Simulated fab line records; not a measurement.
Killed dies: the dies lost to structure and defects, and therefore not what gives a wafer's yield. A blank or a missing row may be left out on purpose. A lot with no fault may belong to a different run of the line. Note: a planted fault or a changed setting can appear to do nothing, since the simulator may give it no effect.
Which tool did it? ; flow sky130 ; Sampling: 6 lots, 18 wafers, 2 of 708 route steps

## WHAT EACH GAUGE READ, for each wafer
SKY_LDD_LDN_TW_MEAS_13.
lot;measured;on;LDD_LDN_TW
L540;day 24 06:58;film-metro-02;1473 1471 1472
L542;day 25 02:31;film-metro-02;1476 1472 1480
L547;day 27 02:43;film-metro-02;1490 1490 1488
L550;day 27 19:10;film-metro-03;1510 1503 1502
L555;day 29 12:32;film-metro-01;1478 1484 1488
L558;day 30 04:35;film-metro-01;1482 1467 1479

## TOOL THAT RAN EACH LOT (tool first, then ch and the chambers of the sampled wafers, then the start)
lot;SKY_LDD_LDN_IMPLANT_11
L540;implanter-03 ch 0, day 24 06:43
L542;implanter-04 ch 0, day 25 02:16
L547;implanter-02 ch 0, day 27 02:28
L550;implanter-04 ch 0, day 27 18:55
L555;implanter-03 ch 0, day 29 12:17
L558;implanter-03 ch 0, day 30 04:20
- SKY_LDD_LDN_IMPLANT_11

## THE ANSWER, worked out from the rows above alone
Rule: what is usual is taken from the lots themselves. Put in order of their means at a reading, lots are off if they are a third of the lots or fewer, leave a main group of 4 or more, and stand apart from it by a gap of 3 or more times the standard deviation of the main group's means; of several such gaps the widest counts. A main group is skipped when, at the precision printed for the reading in the tables above, its means are all equal. A lot without any number at a reading at which 4 lots or more have one is off too. Any other lot the step has rows for is counted as sound.
No lot is off on any of the readings shown, so nothing can be concluded from this.

## WHAT THE SIMULATOR HAD PUT IN
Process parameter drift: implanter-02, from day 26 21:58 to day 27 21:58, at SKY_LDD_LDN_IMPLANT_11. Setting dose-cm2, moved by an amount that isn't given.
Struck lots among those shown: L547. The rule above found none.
